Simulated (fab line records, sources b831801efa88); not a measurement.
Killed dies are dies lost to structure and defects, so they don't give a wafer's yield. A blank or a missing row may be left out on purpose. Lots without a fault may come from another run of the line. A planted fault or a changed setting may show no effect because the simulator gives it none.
Which tool did it? | flow gf180mcu | 13 lots, 39 wafers sampled, at 4 steps of a route of 602

WHAT THE GAUGES READ, wafer by wafer
GF_POLY_GATE_THK_MEAS_17. Usual: POLY_GATE_OXIDATION_THK 3.99 nm, standard deviation 0.12.
lot  | measured     | on            | POLY_GATE_OXIDATION_THK (nm) | flag
L260 | day 9 22:04  | film_metro-03 | 4.00 4.08 4.10               |
L262 | day 10 12:28 | film_metro-02 | 3.99 3.86 3.86               |
L264 | day 11 00:06 | film_metro-03 | 4.05 4.04 3.98               |
L266 | day 11 21:09 | film_metro-03 | 6.19 6.08 6.15               | OFF
L267 | day 11 23:16 | film_metro-04 | 3.87 4.02 3.87               |
L269 | day 12 13:43 | film_metro-04 | 3.89 3.89 3.90               |
L272 | day 13 17:02 | film_metro-03 | 3.94 4.02 4.03               |
L276 | day 14 17:22 | film_metro-02 | 7.00 6.98 6.72               | OFF
L277 | day 14 20:49 | film_metro-02 | 3.97 3.96 3.96               |
L278 | day 15 06:20 | film_metro-02 | 4.14 4.08 4.16               |
L279 | day 15 12:20 | film_metro-04 | 4.01 3.95 3.99               |
L281 | day 16 00:02 | film_metro-03 | 4.13 4.09 4.15               |
L280 | day 16 03:29 | film_metro-04 | 3.91 3.96 3.91               |

GF_M3_CD_MEAS_14: target cd 280 nm. Usual: cd_nm 280.0 nm, standard deviation 1.1.
lot  | measured     | on        | cd_nm (nm)        | flag
L260 | day 22 03:22 | cd_sem-02 | 278.8 279.8 278.5 |
L262 | day 22 21:43 | cd_sem-02 | 279.7 281.2 281.4 |
L264 | day 23 11:44 | cd_sem-02 | 278.7 280.0 279.7 |
L266 | day 24 09:49 | cd_sem-01 | 279.6 279.8 280.2 |
L267 | day 24 18:28 | cd_sem-02 | 281.5 281.8 281.1 |
L269 | day 25 09:23 | cd_sem-01 | 281.5 281.0 280.0 |
L272 | day 26 14:53 | cd_sem-01 | 278.9 278.9 278.4 |
L276 | day 27 15:39 | cd_sem-02 | 279.6 278.4 279.2 |
L277 | day 27 16:18 | cd_sem-01 | 281.1 281.5 280.6 |
L278 | day 28 01:48 | cd_sem-02 | 281.3 283.4 281.2 |
L279 | day 28 06:04 | cd_sem-02 | 280.7 281.9 281.4 |
L281 | day 28 16:59 | cd_sem-02 | 279.2 279.7 278.8 |
L280 | day 28 19:28 | cd_sem-02 | 280.6 281.4 279.9 |

WHICH TOOL RAN EACH LOT (tool, then ch and the chambers of the sampled wafers, then the start)
lot  | GF_VT_IMPLANT_STRIP_09               | GF_POLY_GATE_OXIDATION_16
L260 | plasma_asher-03 ch 0,1, day 6 05:16  | furnace-01 ch 0, day 9 20:47
L262 | plasma_asher-02 ch 0,1, day 6 17:32  | furnace-02 ch 0, day 10 11:12
L264 | plasma_asher-02 ch 0,1, day 7 02:49  | furnace-02 ch 0, day 10 22:50
L266 | plasma_asher-04 ch 0,1, day 7 18:14  | furnace-02 ch 0, day 11 17:30
L267 | plasma_asher-03 ch 0,1, day 7 23:58  | furnace-02 ch 0, day 11 22:01
L269 | plasma_asher-02 ch 0,1, day 8 11:37  | furnace-02 ch 0, day 12 12:28
L272 | plasma_asher-02 ch 0,1, day 9 08:55  | furnace-02 ch 0, day 13 15:46
L276 | plasma_asher-03 ch 0,1, day 10 04:34 | furnace-01 ch 0, day 14 13:44
L277 | plasma_asher-04 ch 0,1, day 10 10:16 | furnace-02 ch 0, day 14 19:33
L278 | plasma_asher-03 ch 0,1, day 10 19:01 | furnace-01 ch 0, day 15 05:05
L279 | plasma_asher-04 ch 0,1, day 11 01:19 | furnace-02 ch 0, day 15 11:05
L281 | plasma_asher-04 ch 0,1, day 11 11:43 | furnace-01 ch 0, day 15 22:47
L280 | plasma_asher-02 ch 0,1, day 11 12:01 | furnace-02 ch 0, day 16 02:14
- GF_VT_IMPLANT_STRIP_09: strips in O2/N2.
- GF_POLY_GATE_OXIDATION_16: stabilise 600 s, purge 300 s, target thk 4 nm.

WHAT THE TOOLS THEMSELVES READ (means of the sampled wafers that have a number; where no wafer has one, the mark that the record gives instead)
GF_VT_IMPLANT_STRIP_09. Usual: drypump_motor_current_A 5.7 A, standard deviation 0.37; heater_power_w 358 W, standard deviation 39; oes_product_au 0.716 a.u., standard deviation 0.0048; strip_time_to_endpoint_s 12.61 s, standard deviation 0.035.
lot  | tool            | drypump_motor_current_A (A) | heater_power_w (W) | oes_product_au (a.u.) | strip_time_to_endpoint_s (s) | flag
L260 | plasma_asher-03 | 6.1                         | 333                | 0.719                 | 12.64                        |
L262 | plasma_asher-02 | 5.9                         | 339                | 0.717                 | 12.63                        |
L264 | plasma_asher-02 | 5.9                         | 342                | 0.716                 | 12.60                        |
L266 | plasma_asher-04 | 5.5                         | 393                | 0.715                 | 12.62                        |
L267 | plasma_asher-03 | 5.9                         | 328                | 0.720                 | 12.55                        |
L269 | plasma_asher-02 | 5.9                         | 335                | 0.717                 | 12.61                        |
L272 | plasma_asher-02 | 5.7                         | 329                | 0.715                 | 12.63                        |
L276 | plasma_asher-03 | 5.9                         | 326                | 0.716                 | 12.64                        |
L277 | plasma_asher-04 | 5.3                         | 403                | 0.715                 | 12.65                        |
L278 | plasma_asher-03 | 6.1                         | 342                | 0.719                 | 12.61                        |
L279 | plasma_asher-04 | 5.4                         | 407                | 0.715                 | 12.60                        |
L281 | plasma_asher-04 | 5.3                         | 403                | 0.716                 | 12.59                        |
L280 | plasma_asher-02 | 5.7                         | 327                | 0.719                 | 12.65                        |

GF_POLY_GATE_OXIDATION_16. Usual: spike_tc_bottom_C 868.8 C, standard deviation 2.9.
lot  | tool       | spike_tc_bottom_C (C) | flag
L260 | furnace-01 | 865.6                 |
L262 | furnace-02 | 870.4                 |
L264 | furnace-02 | 871.6                 |
L266 | furnace-02 | 870.6                 |
L267 | furnace-02 | 870.9                 |
L269 | furnace-02 | 870.8                 |
L272 | furnace-02 | 871.0                 |
L276 | furnace-01 | 865.2                 |
L277 | furnace-02 | 870.6                 |
L278 | furnace-01 | 865.3                 |
L279 | furnace-02 | 870.7                 |
L281 | furnace-01 | 865.4                 |
L280 | furnace-02 | 871.0                 |

THE ANSWER, worked out from the rows above alone
Rule: a lot is off if the mean of its wafers that have a number lies more than 3 standard deviations from the usual mean. A lot without any number at a reading at which 4 lots or more have one is off too. The other lots that the step has rows for count as sound. The gauges are gone through in route order, then the tools' own readings, and for those a lot's mean is taken as printed above. The first step at which some lot is off is used, and at that step the reading that is off furthest; a lot without a number counts as furthest.
Off: L266, L276, at GF_POLY_GATE_THK_MEAS_17 (POLY_GATE_OXIDATION_THK).
A tool fits if, at a process step before that reading, it ran every lot that is off, and no sound lot after the first of them. The gauges at GF_POLY_GATE_THK_MEAS_17 are tried like those tools. None of those tried fits.

WHAT THE SIMULATOR HAD PUT IN
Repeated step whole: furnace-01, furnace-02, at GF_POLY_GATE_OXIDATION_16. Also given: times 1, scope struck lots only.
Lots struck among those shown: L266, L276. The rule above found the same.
